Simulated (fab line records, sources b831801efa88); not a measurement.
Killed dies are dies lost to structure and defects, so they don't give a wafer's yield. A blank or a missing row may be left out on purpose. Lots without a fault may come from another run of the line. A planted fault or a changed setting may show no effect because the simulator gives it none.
A struck lot beside a sound one | flow sky130 | 17 steps out of a route of 708
Sound: wafers L657.2, L657.5, L657.6. Struck: wafer L662.1. (L662.4, L662.6 of the same lot were not struck and are left out.) The cause comes at the end.
At each step with rows: each side's tool, then ch and its chambers, then its first start. Under that, the readings that differ: sound wafers | struck wafers | difference of the means | sigmas: that difference in standard deviations of wafers without a fault.
alike: readings whose means differ by less than 2 such deviations, and words and numbers that are the same on both sides. not compared: withheld readings, readings that some wafer has no value for, bounds like >300 that may hide the same value, and numbers for which the record gives no deviation and whose values overlap.
The two part at a step that has a row with sigmas, a row that says differs or no value, or rows on one side only. Numbers that don't overlap but have no deviation are shown without sigmas and don't part them. A reading that every wafer of one side lacks parts them only if that side has two wafers or more.

SKY_SONOS_ONO_THK_MEAS_03:
  sound on film_metro-02, day 13 19:18; struck on film_metro-01, day 15 05:43
  alike: SONOS_ONO_CVD_02_THK
then, 1 step without rows for these wafers: SKY_SONOS_ONO_CVD_04 (deposits SiO2 from SiH4/N2O, target thk 5.7199 nm).
SKY_SONOS_ONO_THK_MEAS_05:
  sound on film_metro-02, day 13 20:37; struck on film_metro-04, day 15 07:02
  reading                   | sound          | struck | difference | sigmas
  SONOS_ONO_CVD_04_THK (nm) | 5.83 5.88 5.88 | 5.57   | -0.29      | -3
then, 7 steps without rows for these wafers: SKY_SONOS_ONO_DEHYDRATE_06 (time 60 s); SKY_SONOS_ONO_HMDS_07 (prime time 60 s); SKY_SONOS_ONO_COAT_08 (resist thk 1140 nm); SKY_SONOS_ONO_SOFTBAKE_09 (time 60 s); SKY_SONOS_ONO_EXPOSE_10 (exposes mask ONOM, target cd 410 nm); SKY_SONOS_ONO_PEB_11; SKY_SONOS_ONO_DEVELOP_12 (develop time 60 s).
SKY_SONOS_ONO_CD_MEAS_13: target cd 410 nm.
  sound on cd_sem-02, day 14 22:22; struck on cd_sem-02, day 16 09:19
  alike: cd_nm
SKY_SONOS_ONO_OVL_MEAS_14:
  sound on overlay-01, day 14 22:29; struck on overlay-01, day 16 09:26
  alike: SONOS_ONO_OVL
SKY_SONOS_ONO_ETCH_15: etches the open film in CHF3/O2, target depth 19.52 nm, time 7.8 s.
  sound on rie_diel-01 ch 1,2, day 14 22:31; struck on rie_diel-01 ch 3, day 16 09:29
  reading                                        | sound             | struck | difference | sigmas
  oes_product_au (a.u.)                          | 1.008 1.004 1.013 | 0.983  | -0.025     | -3
  model.SONOS_ONO.feature_depth_nm (nm)          | 19.8 19.68 19.9   | 8.45   | -11.34     |
  model.etch.depth_nm (nm)                       | 19.8 19.68 19.9   | 8.45   | -11.34     |
  model.NOVOLAK_of_SONOS_ONO_COAT_08.thk_nm (nm) | 1121 1122 1119    | 1138   | +17        |
  alike: drypump_motor_current_A, throttle_valve_pct
  not compared: rf_hours_counter_h
then, 1 step without rows for these wafers: SKY_SONOS_ONO_WET_ETCH_16 (etches SiO2 in dHF, target depth 14 nm, time 280 s).
SKY_SONOS_ONO_STRIP_17: strips in O2/N2.
  sound on plasma_asher-01 ch 0,1, day 14 22:37; struck on plasma_asher-03 ch 0, day 16 09:35
  reading                      | sound             | struck | difference | sigmas
  strip_time_to_endpoint_s (s) | 14.08 14.07 14.04 | 14.27  | +0.21      | +4
  alike: drypump_motor_current_A, oes_product_au
  not compared: rf_hours_counter_h
then, 1 step without rows for these wafers: SKY_SONOS_ONO_WET_ETCH_18 (etches Si3N4 in H3PO4, target depth 15 nm, time 172 s).
-- the record jumps here: 32 days lie between the struck wafers' starts before and after (it left off in module SONOS_ONO and takes up again in module PAD_OPEN, whose first step shown is number 708 of the route) --
SKY_PAD_OPEN_PROBE_99:
  sound on prober-02, day 47 11:56; struck on prober-02, day 48 10:33
  reading                                | sound                         | struck    | difference | sigmas
  model.etest.nfet_16v.r_on_ohm_um       | 1.382e+04 1.399e+04 1.402e+04 | 1.779e+04 | +3.847e+03 |
  model.etest.pfet_16v.r_on_ohm_um       | 1.522e+04 1.53e+04 1.526e+04  | 1.658e+04 | +1.320e+03 |
  model.etest.pfet_g5v0d10v5.r_on_ohm_um | 4816 4812 4725                | 5362      | +578       |
  model.etest.nfet_g5v0d10v5.r_on_ohm_um | 1901 1907 1879                | 2440      | +544       |
  model.etest.nfet_g5v0d10v5.drive_ua_um | 614 605.4 606                 | 401.8     | -206.7     |
  model.etest.tip_sonos.rs_ohm_sq        | 2626 2640 2647                | 2758      | +120       |
  model.etest.nfet_05v0_nvt.drive_ua_um  | 582 577.4 578.9               | 426.4     | -153.0     |
  model.etest.nfet_16v.drive_ua_um       | 224.8 224.9 222.6             | 133.9     | -90.2      |
  alike: killed_at_M0_to_M3, killed_at_M4_up, killed_at_contacts, killed_at_front_end, killed_at_other, killed_dies, killed_open, killed_short

WHERE THEY PART
First at SKY_SONOS_ONO_THK_MEAS_05; last, within this record, at SKY_SONOS_ONO_STRIP_17. Later steps at which nothing parts them and some readings are alike: SKY_PAD_OPEN_PROBE_99.

WHY: what the simulator had put in
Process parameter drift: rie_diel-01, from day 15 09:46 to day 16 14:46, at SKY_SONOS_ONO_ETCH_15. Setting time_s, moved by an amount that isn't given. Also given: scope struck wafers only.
